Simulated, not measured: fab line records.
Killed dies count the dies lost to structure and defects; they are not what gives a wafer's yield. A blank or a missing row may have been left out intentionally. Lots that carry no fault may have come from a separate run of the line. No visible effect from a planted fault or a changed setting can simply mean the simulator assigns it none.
fab line records	flow sky130
record: lots: 6	wafers: 17	lastDay: 50
route steps=708 shown CONTACT@418 METAL1@434 PAD_OPEN@708
lots that met no fault: from a run of the same line without faults
startH: the number of hours between the record's first day and the start of the first shown wafer of the lot	waitH: how many hours have passed since the lot's step before this one	" identical to the entry in the row above	L1.1+2: a row that stands for several wafers	- no value, or no start given	* or withheld: withheld	< > ~ a bound
route shown NAME@n: names a module that has steps shown in the file, with the first one's number in the route	usual: mean/standard deviation of fault-free wafers	same: alike in all rows	chamber/n: place in a boat	sites: per-site readings	_std_site: the standard deviation of these	_edge_site: the outer-site mean with the inner-site mean subtracted	radiusMm: how far each site lies from the wafer's centre	mask NAME#n: copy n	behind: the most recent tool/chamber to have shaped the wafer	hold: cause of the lot's hold/its duration in hours/its outcome	device: whichever transistor did not switch (one of n, p or np)	end of line: at the end of the route, the tests of the same wafers	a step with no rows: only its recipe	killed: count of dies lost to structure and defects at first sort (not the wafer's yield)	map: per-die view of a wafer (x killed, . not killed, _ where there is no die)
set.NAME: the setting the step ran with; set.NAME@STEP: the setting that earlier step ran with	model.NAME: the simulator's own value behind a step, which no gauge read
lots seen at some steps along the route; tables by step, rows by wafer
services: the hour from which a tool's chamber was out of use, counted from the record's first day as startH (under 0 if before that day), plus the number of hours and why
== steps ==
step: SKY_CONTACT_PEB_12
recipe: pebTempC: withheld	pebTimeS: withheld	resist: KrF-thick
step: SKY_CONTACT_DEVELOP_13
recipe: developTimeS: 60	resist: KrF-thick	devTempC: 21
step: SKY_CONTACT_CD_MEAS_14
recipe: targetCdNm: 170
usual: cdNm: 170.4/1.2
lot.wafer	tool	chamber	startH	waitH	cdNm
L401.1	cdSem-02	-	733.03	-	172.1
L401.3	"	-	"	"	170.8
L401.4	"	-	"	"	172.0
L402.2	cdSem-02	-	744.62	-	171.6
L402.5	"	-	"	"	169.5
L402.6	"	-	"	"	170.9
L409.3	cdSem-01	-	805.14	-	171.5
L409.5	"	-	"	"	172.0
L409.6	"	-	"	"	170.8
L411.2	cdSem-01	-	818.68	-	169.6
L411.4	"	-	"	"	169.3
L413.2	cdSem-01	-	833.57	-	170.2
L413.4	"	-	"	"	171.7
L413.5	"	-	"	"	173.8
L423.2	cdSem-01	-	906.17	-	170.9
L423.5	"	-	"	"	171.4
L423.6	"	-	"	"	170.8
step: SKY_CONTACT_OVL_MEAS_15
usual: CONTACT_OVL: -3/4.3
lot.wafer	tool	chamber	startH	waitH	CONTACT_OVL[nm]
L401.1	overlay-01	-	733.15	0.1	-6
L401.3	"	-	"	"	-1
L401.4	"	-	"	"	-5
L402.2	overlay-01	-	744.73	0.1	-6
L402.5	"	-	"	"	-1
L402.6	"	-	"	"	-3
L409.3	overlay-01	-	805.23	0.1	0
L409.5	"	-	"	"	-4
L409.6	"	-	"	"	-2
L411.2	overlay-02	-	818.78	0.1	-6
L411.4	"	-	"	"	-1
L413.2	overlay-01	-	833.68	0.1	-2
L413.4	"	-	"	"	-8
L413.5	"	-	"	"	-9
L423.2	overlay-02	-	906.28	0.1	0
L423.5	"	-	"	"	-1
L423.6	"	-	"	"	-2
step: SKY_CONTACT_ETCH_16
recipe: chemistry: N2/H2	target: BARC	ionEnergyEv: 200	sourceW: 500	biasW: 100	pressureMtorr: 30	n2FlowSccm: 100	h2FlowSccm: 200	stopOn: SiO2	timeS: 45.9	targetDepthA: 600
usual: drypumpMotorCurrentA: 5.7/0.47	oesProductAu: 0.854/0.0057	rfFwdPowerW: 494.9/2	throttleValvePct: 13.226/0.0099
lot.wafer	tool	chamber	startH	waitH	drypumpMotorCurrentA	oesProductAu	rfFwdPowerW	rfHoursCounterH	throttleValvePct
L401.1	rieDiel-03	3	733.18	0.0	5.8	0.861	491.7	13	13.247
L401.3	"	2	"	"	5.3	0.851	494.9	7	13.217
L401.4	"	0	"	"	6.5	0.867	499.1	4	13.229
L402.2	rieDiel-01	0	744.76	0.0	5.3	0.847	495.8	5	13.218
L402.5	"	0	"	"	5.3	0.849	493.9	-	13.226
L402.6	"	3	"	"	6.0	0.848	495.5	-	13.211
L409.3	rieDiel-01	3	805.26	0.0	5.9	0.859	496.1	15	13.224
L409.5	"	0	"	"	5.2	0.851	494.4	-	13.239
L409.6	"	1	"	"	5.8	0.854	495.4	-	13.219
L411.2	rieDiel-03	3	818.81	0.0	5.8	0.853	493.6	16	13.235
L411.4	"	0	"	"	6.5	0.858	495.3	7	13.221
L413.2	rieDiel-04	3	833.71	0.0	5.3	0.851	497.7	18	13.213
L413.4	"	0	"	"	6.3	0.845	494.7	12	13.233
L413.5	"	2	"	"	5.5	0.848	496.9	-	13.226
L423.2	rieDiel-03	3	906.31	0.0	5.8	0.869	493.1	19	13.228
L423.5	"	3	"	"	5.8	0.859	494.1	-	13.236
L423.6	"	2	"	"	5.3	0.862	491.4	-	13.204
step: SKY_CONTACT_ETCH_17
recipe: target: SiO2	chemistry: C4F8/O2/Ar	stopOn: Si3N4	maskMaterial: KrF-thick	sourceW: 1500	biasW: 1200	pressureMtorr: 40	c4f8FlowSccm: withheld	O2_flow_sccm: 6	Ar_flow_sccm: 300	timeS: withheld	targetDepthA: 3400
usual: oesProductAu: 0.892/0.0046	rfFwdPowerW: 1487/5.2
lot.wafer	tool	chamber	startH	waitH	oesProductAu	rfFwdPowerW
L401.1	rieDiel-03	3	733.23	0.0	0.895	1486
L401.3	"	2	"	"	0.893	1487
L401.4	"	0	"	"	0.899	1488
L402.2	rieDiel-01	0	744.80	0.0	0.892	1490
L402.5	"	0	"	"	0.893	1488
L402.6	"	3	"	"	0.889	1490
L409.3	rieDiel-01	3	805.30	0.0	0.888	1493
L409.5	"	0	"	"	0.893	1484
L409.6	"	1	"	"	0.887	1488
L411.2	rieDiel-03	3	818.85	0.0	0.893	1481
L411.4	"	0	"	"	0.899	1489
L413.2	rieDiel-04	3	833.75	0.0	0.895	1483
L413.4	"	0	"	"	0.891	1486
L413.5	"	2	"	"	0.903	1490
L423.2	rieDiel-03	3	906.35	0.0	0.890	1489
L423.5	"	3	"	"	0.887	1486
L423.6	"	2	"	"	0.889	1485
step: SKY_CONTACT_ETCH_18
recipe: target: Si3N4	chemistry: CHF3/O2	stopOn: TiN	sourceW: 600	biasW: 200	pressureMtorr: 40	chf3FlowSccm: 50	O2_flow_sccm: 5	timeS: 39	targetDepthA: 750
usual: O2_flow_sccm: 4.999/0.015	drypumpMotorCurrentA: 5.7/0.47	oesProductAu: 0.856/0.0079	rfFwdPowerW: 593.3/2.4	throttleValvePct: 8.794/0.0099
lot.wafer	tool	chamber	startH	waitH	O2_flow_sccm	drypumpMotorCurrentA	oesProductAu	rfFwdPowerW	rfHoursCounterH	throttleValvePct
L401.1	rieDiel-03	3	-	-	5.013	5.8	0.855	588.5	13	8.786
L401.3	"	2	"	"	5.006	5.3	0.850	592.8	7	8.792
L401.4	"	0	"	"	4.981	6.5	0.851	598.4	4	8.799
L402.2	rieDiel-01	0	-	-	5.005	5.2	0.855	594.4	5	8.793
L402.5	"	0	"	"	5.002	5.2	0.874	593.8	-	8.798
L402.6	"	3	"	"	5.010	5.9	0.859	592.2	-	8.782
L409.3	rieDiel-01	3	-	-	5.026	5.9	0.844	590.9	15	8.772
L409.5	"	0	"	"	4.998	5.2	0.853	592.4	-	8.814
L409.6	"	1	"	"	4.994	5.8	0.859	590.1	-	8.802
L411.2	rieDiel-03	3	-	-	4.992	5.8	0.842	594.4	16	8.781
L411.4	"	0	"	"	5.015	6.5	0.860	592.6	7	8.792
L413.2	rieDiel-04	3	-	-	5.025	5.3	0.842	592.6	18	8.789
L413.4	"	0	"	"	5.002	6.3	0.853	592.1	12	8.782
L413.5	"	2	"	"	4.989	5.5	0.861	593.9	-	8.768
L423.2	rieDiel-03	3	-	-	5.001	5.7	0.865	591.8	19	8.790
L423.5	"	3	"	"	4.990	5.8	0.873	589.2	-	8.786
L423.6	"	2	"	"	5.001	5.2	0.867	591.2	-	8.790
step: SKY_CONTACT_STRIP_19
recipe: chemistry: O2/N2	powerW: 1400	pressureMtorr: 1500	platenTempC: withheld	o2FlowSccm: 3000	n2FlowSccm: 300	overashFraction: 0.5
usual: drypumpMotorCurrentA: 5.5/0.52	oesProductAu: 0.381/0.0046	stripTimeToEndpointS: 3.629/0.028
lot.wafer	tool	chamber	startH	waitH	drypumpMotorCurrentA	oesProductAu	rfHoursCounterH	stripTimeToEndpointS
L401.1	plasmaAsher-02	0	733.32	-	4.9	0.379	91	3.627
L401.3	"	1	"	"	5.6	0.380	-	3.650
L401.4	"	0	"	"	4.9	0.365	-	3.620
L402.2	plasmaAsher-03	0	744.89	-	6.4	0.389	0	3.622
L402.5	"	0	"	"	6.4	0.391	-	3.635
L402.6	"	1	"	"	5.4	0.386	-	3.645
L409.3	plasmaAsher-03	1	805.42	-	5.4	0.383	-	3.640
L409.5	"	1	"	"	5.4	0.373	-	3.609
L409.6	"	0	"	"	6.4	0.381	-	3.588
L411.2	plasmaAsher-03	0	818.94	-	6.4	0.380	8	3.608
L411.4	"	1	"	"	5.4	0.380	-	3.625
L413.2	plasmaAsher-01	1	833.84	-	5.4	0.383	39	3.700
L413.4	"	0	"	"	5.2	0.385	-	3.608
L413.5	"	0	"	"	5.2	0.384	-	3.663
L423.2	plasmaAsher-02	1	906.44	-	5.6	0.389	110	3.653
L423.5	"	1	"	"	5.6	0.382	-	3.665
L423.6	"	0	"	"	4.9	0.374	-	3.685
step: SKY_CONTACT_STRIP_20
recipe: chemistry: postEtchResidueRemover	timeS: 1200	tempC: 72.5
step: SKY_CONTACT_CLEAN_21
recipe: chemistry: IPA	timeS: 180	tempC: 25
step: SKY_CONTACT_CLEAN_22
recipe: chemistry: O3/DIW	dry: n2Spin
step: SKY_CONTACT_SPUTTER_23
recipe: material: TiN	targetThkNm: 20	chamberPressurePa: 5	powerW: 4000	timeS: 80
usual: throttleValvePct: 31.0/1.1
lot.wafer	tool	chamber	startH	waitH	throttleValvePct
L401.1	pvdSputter-02	-	733.91	0.0	31.0
L401.3	"	-	"	"	28.4
L401.4	"	-	"	"	28.2
L402.2	pvdSputter-03	-	745.49	0.0	31.6
L402.5	"	-	"	"	31.1
L402.6	"	-	"	"	32.1
L409.3	pvdSputter-03	-	805.98	0.0	31.4
L409.5	"	-	"	"	31.3
L409.6	"	-	"	"	31.3
L411.2	pvdSputter-01	-	819.54	0.0	30.6
L411.4	"	-	"	"	31.2
L413.2	pvdSputter-01	-	834.43	0.0	29.7
L413.4	"	-	"	"	31.5
L413.5	"	-	"	"	30.7
L423.2	pvdSputter-01	-	907.03	0.0	30.4
L423.5	"	-	"	"	31.4
L423.6	"	-	"	"	30.2
step: SKY_CONTACT_CVD_24
recipe: material: W	targetThkNm: 340	timeS: 102.12	tempC: 400	pressureTorr: 40
usual: heaterPowerOuterW: 595/83	heaterPowerW: 967/86
lot.wafer	tool	chamber	startH	waitH	heaterPowerOuterW	heaterPowerW	model.W_of_CONTACT_CVD_24.thkNm
L401.1	cvdW-01	1	733.97	0.0	554	960	340.4
L401.3	"	0	"	"	694	1078	344.1
L401.4	"	1	"	"	554	915	339.7
L402.2	cvdW-02	0	745.55	0.0	515	848	335.8
L402.5	"	0	"	"	497	892	336.4
L402.6	"	1	"	"	534	894	339.3
L409.3	cvdW-01	1	806.08	0.1	556	934	340.5
L409.5	"	1	"	"	549	954	495.7
L409.6	"	0	"	"	696	1111	342.2
L411.2	cvdW-01	1	819.60	0.0	550	939	496.8
L411.4	"	1	"	"	555	937	339
L413.2	cvdW-02	1	834.49	0.0	549	872	340.3
L413.4	"	1	"	"	541	884	340.7
L413.5	"	1	"	"	547	898	342.2
L423.2	cvdW-02	1	907.09	0.0	545	912	344.7
L423.5	"	1	"	"	558	900	343.9
L423.6	"	0	"	"	514	885	342.2
step: SKY_CONTACT_RS_MEAS_25
recipe: thkMeasGauge: four-point-probe	reads: W_of_CONTACT_CVD_24+TiN_of_CONTACT_SPUTTER_23
usual: CONTACT_W_RS: 0.337/0.0032
lot.wafer	tool	chamber	startH	waitH	CONTACT_W_RS[ohm/sq]
L401.1	filmMetro-02	-	734.08	0.1	0.338
L401.3	"	-	"	"	0.333
L401.4	"	-	"	"	0.339
L402.2	filmMetro-02	-	745.68	0.1	0.342
L402.5	"	-	"	"	0.342
L402.6	"	-	"	"	0.339
L409.3	filmMetro-04	-	806.20	0.1	0.337
L409.5	"	-	"	"	0.231
L409.6	"	-	"	"	0.335
L411.2	filmMetro-04	-	819.73	0.1	0.230
L411.4	"	-	"	"	0.339
L413.2	filmMetro-04	-	834.62	0.1	0.337
L413.4	"	-	"	"	0.337
L413.5	"	-	"	"	0.335
L423.2	filmMetro-04	-	907.22	0.1	0.333
L423.5	"	-	"	"	0.334
L423.6	"	-	"	"	0.335
step: SKY_CONTACT_THK_MEAS_26
recipe: thkMeasGauge: xrf	reads: W_of_CONTACT_CVD_24
usual: CONTACT_W_THK: 343/3.7
lot.wafer	tool	chamber	startH	waitH	CONTACT_W_THK[nm]
L401.1	filmMetro-02	-	734.20	0.1	344
L401.3	"	-	"	"	350
L401.4	"	-	"	"	342
L402.2	filmMetro-02	-	745.79	0.1	342
L402.5	"	-	"	"	341
L402.6	"	-	"	"	346
L409.3	filmMetro-04	-	806.30	0.1	342
L409.5	"	-	"	"	498
L409.6	"	-	"	"	342
L411.2	filmMetro-04	-	819.84	0.1	499
L411.4	"	-	"	"	340
L413.2	filmMetro-04	-	834.73	0.1	341
L413.4	"	-	"	"	341
L413.5	"	-	"	"	343
L423.2	filmMetro-04	-	907.33	0.1	345
L423.5	"	-	"	"	348
L423.6	"	-	"	"	344
step: SKY_CONTACT_CMP_27
recipe: stopOn: SiO2	tOverpolishS: 15	downForcePsi: 3.5	platenRpm: 60	targetThkNm: 0	padVelocityMS: 0.94248
usual: motorCurrentA: 11.1/1.2	timeToEndpointS: 83/3.2
lot.wafer	tool	chamber	startH	waitH	motorCurrentA	timeToEndpointS
L401.1	cmp-02	1	734.31	0.1	10.5	80
L401.3	"	2	"	"	12.0	84
L401.4	"	3	"	"	11.3	82
L402.2	cmp-02	0	745.89	0.1	9.9	82
L402.6	"	3	"	"	10.8	82
L402.5	"	0	"	"	9.6	80
L409.3	cmp-02	1	806.34	0.0	10.4	80
L409.6	"	1	"	"	10.5	79
L409.5	"	2	"	"	13.0	120
L411.2	cmp-01	0	819.94	0.1	10.2	125
L411.4	"	1	"	"	12.9	82
L413.2	cmp-02	0	834.78	0.0	9.6	84
L413.4	"	3	"	"	12.4	82
L413.5	"	1	"	"	10.7	79
L423.2	cmp-01	3	907.48	0.1	10.7	90
L423.6	"	3	"	"	10.9	87
L423.5	"	0	"	"	10.3	88
step: SKY_METAL1_SPUTTER_00
recipe: material: Ti	targetThkNm: 15	powerW: 3000	timeS: 10	chamberPressurePa: 0.4
step: SKY_PAD_OPEN_PROBE_99
usual: killed_at_M0_to_M3: 42/7.1	killed_at_M4_up: 3.3/1.9	killedAtContacts: 24/5	killedAtFrontEnd: 15/4.7	killedAtOther: 0.3/0.61	killedDies: 86/9.6	killedOpen: 47/7.5	killedShort: 38/6.6
same: grossDies: 492	killedAtBackSide: 0
lot.wafer	tool	chamber	startH	waitH	killed_at_M0_to_M3	killed_at_M4_up	killedAtContacts	killedAtFrontEnd	killedAtOther	killedDies	killedOpen	killedShort
L401.1	prober-02	-	1071.49	0.1	42	5	26	26	0	99	52	45
L401.3	prober-02	-	1071.59	0.2	40	3	21	15	0	79	42	37
L401.4	prober-02	-	1071.64	0.2	37	3	20	18	1	79	41	38
L402.2	prober-01	-	1084.18	0.1	46	3	20	22	0	91	43	48
L402.5	prober-01	-	1084.33	0.2	42	4	23	20	0	89	54	35
L402.6	prober-01	-	1084.38	0.2	44	2	31	20	0	97	58	38
L409.3	prober-02	-	1127.56	0.2	47	6	23	19	0	95	50	45
L409.5	prober-02	-	1127.66	0.2	42	4	32	13	0	91	50	41
L409.6	prober-02	-	1127.71	0.2	55	5	20	14	0	94	48	46
L413.2	prober-02	-	1151.07	0.1	44	7	24	13	0	88	50	38
L413.4	prober-02	-	1151.17	0.2	51	8	25	12	0	96	56	40
L413.5	prober-02	-	1151.22	0.2	34	7	21	8	1	71	35	36
L423.2	prober-02	-	1198.18	0.1	39	3	27	21	3	93	51	39
killed by level:class
L401.1 VIA1:geometricParticle:open=13 CONTACT:geometricParticle:open=11 FIELD_ISO:geometricParticle:short=8 METAL1:geometricParticle:short=8 LI_CONTACT:geometricParticle:open=7 FIELD_ISO:geometricParticle:open=6 METAL4:geometricParticle:short=5 METAL2:geometricParticle:short=5
L401.3 VIA1:geometricParticle:short=10 CONTACT:geometricParticle:open=9 LI_CONTACT:geometricParticle:open=7 VIA1:geometricParticle:open=7 METAL1:geometricParticle:short=5 FIELD_ISO:geometricParticle:open=4 FIELD_ISO:geometricParticle:short=4 VIA3:geometricParticle:open=4
L401.4 VIA1:geometricParticle:open=8 FIELD_ISO:geometricParticle:short=7 CONTACT:geometricParticle:open=7 VIA3:geometricParticle:open=7 VIA1:geometricParticle:short=6 METAL2:geometricParticle:short=6 FIELD_ISO:geometricParticle:open=5 LI_CONTACT:geometricParticle:open=4
L402.2 CONTACT:geometricParticle:open=9 VIA1:geometricParticle:short=9 VIA1:geometricParticle:open=9 FIELD_ISO:geometricParticle:short=8 POLY_GATE:geometricParticle:short=6 CONTACT:geometricParticle:short=6 METAL2:geometricParticle:short=6 VIA2:geometricParticle:open=6
L402.5 VIA2:geometricParticle:open=13 CONTACT:geometricParticle:open=11 VIA1:geometricParticle:open=8 POLY_GATE:geometricParticle:short=6 LI_CONTACT:geometricParticle:open=6 VIA2:geometricParticle:short=5 FIELD_ISO:geometricParticle:short=4 FIELD_ISO:geometricParticle:open=4
L402.6 CONTACT:geometricParticle:open=12 VIA2:geometricParticle:open=11 LI_CONTACT:geometricParticle:open=9 VIA3:geometricParticle:open=8 METAL1:geometricParticle:short=7 CONTACT:geometricParticle:short=6 VIA1:geometricParticle:open=6 FIELD_ISO:geometricParticle:short=5
L409.3 VIA1:geometricParticle:open=9 CONTACT:geometricParticle:open=8 FIELD_ISO:geometricParticle:open=7 METAL1:geometricParticle:short=7 VIA2:geometricParticle:short=6 VIA3:geometricParticle:open=5 CONTACT:geometricParticle:short=5 VIA1:geometricParticle:short=5
L409.5 CONTACT:geometricParticle:open=11 VIA1:geometricParticle:open=11 LI_CONTACT:geometricParticle:open=9 METAL1:geometricParticle:short=6 VIA3:geometricParticle:open=5 LI_CONTACT:geometricParticle:short=5 FIELD_ISO:geometricParticle:short=4 POLY_GATE:geometricParticle:short=4
L409.6 VIA1:geometricParticle:open=14 METAL1:geometricParticle:short=12 CONTACT:geometricParticle:open=9 POLY_GATE:geometricParticle:open=6 LOCAL_INTERCONNECT:geometricParticle:short=6 VIA3:geometricParticle:open=6 VIA1:geometricParticle:short=5 POLY_GATE:geometricParticle:short=4
L413.2 CONTACT:geometricParticle:open=10 VIA1:geometricParticle:open=8 VIA2:geometricParticle:open=8 LI_CONTACT:geometricParticle:open=6 CONTACT:geometricParticle:short=6 VIA2:geometricParticle:short=6 METAL4:geometricParticle:short=6 METAL2:geometricParticle:short=5
L413.4 VIA1:geometricParticle:open=13 VIA2:geometricParticle:open=9 CONTACT:geometricParticle:open=8 LI_CONTACT:geometricParticle:open=7 VIA3:geometricParticle:open=7 CONTACT:geometricParticle:short=6 METAL3:geometricParticle:short=5 METAL2:geometricParticle:short=4
L413.5 CONTACT:geometricParticle:open=10 VIA2:geometricParticle:open=8 CONTACT:geometricParticle:short=7 VIA1:geometricParticle:open=7 METAL4:geometricParticle:short=6 VIA1:geometricParticle:short=5 VIA3:geometricParticle:open=4 FIELD_ISO:geometricParticle:short=3
L423.2 CONTACT:geometricParticle:open=10 LI_CONTACT:geometricParticle:open=7 VIA2:geometricParticle:open=7 VIA3:geometricParticle:open=7 POLY_GATE:geometricParticle:short=6 METAL2:geometricParticle:short=6 FIELD_ISO:geometricParticle:open=5 POLY_GATE:geometricParticle:open=5
== services ==
tool	chamber	startH	hours	kind
rieDiel-04	-	719.38	2.8	pm
rieDiel-01	-	725.40	2.8	pm
cvdW-02	-	730.74	2.8	pm
plasmaAsher-03	-	733.75	9.0	pm
cvdW-02	1	735.16	4.1	repair
cvdW-02	-	738.03	6.0	pm
rieDiel-04	3	742.60	4.6	repair
cmp-02	-	754.37	5.1	repair
cvdW-02	0	755.47	18.5	repair
rieDiel-03	-	756.24	4.3	pm
rieDiel-03	1	771.71	8.4	repair
cvdW-01	-	773.64	2.8	pm
cmp-02	-	780.18	1.8	repair
rieDiel-01	1	783.15	8.6	repair
rieDiel-04	-	790.76	0.5	repair
rieDiel-03	-	793.74	2.8	pm
rieDiel-03	2	803.69	2.5	repair
rieDiel-04	-	806.80	11.1	repair
rieDiel-03	2	859.13	13.1	repair
cvdW-02	-	864.74	3.9	repair
rieDiel-03	0	866.71	5.2	repair
rieDiel-03	1	886.23	1.4	repair
cmp-02	-	896.10	2.9	repair
rieDiel-04	-	905.36	1.4	repair
== key ==
firstSign: step: SKY_CONTACT_RS_MEAS_25	reading: CONTACT_W_RS	direction: down	sigmas: 33	usual: 0.337	struck: 0.230
effect: step: SKY_CONTACT_THK_MEAS_26	reading: CONTACT_W_THK	direction: up	sigmas: 41	usual: 343	struck: 498
effect: step: SKY_CONTACT_CMP_27	reading: timeToEndpointS	direction: up	sigmas: 12	usual: *	struck: *
modelEffect: step: SKY_CONTACT_CVD_24	value: W_of_CONTACT_CVD_24.thkNm	without: 341.2	struck: 496.3
metAt SKY_CONTACT_CVD_24
struckWafers L409.5,L411.2
testerLeftOut L409,L411
onsetBetween 733.97 806.08
fault: kind: processParameterDrift	tool: cvdW-01	chamber: -	onsetH: 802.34	steps: SKY_CONTACT_CVD_24	channel: targetThkNm	offset: 155.62	shape: step	endH: 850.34	scope: struckWafersOnly	actsIn: theseRecipesOnly	stated: 340
testerLeftOut: of these lots the tester's yield and bins aren't shown, on N5 and GAA mostly nor the transistor test; their killed dies are dies lost to structure and defects alone, not to doping, threshold or leakage, so they don't give the yield
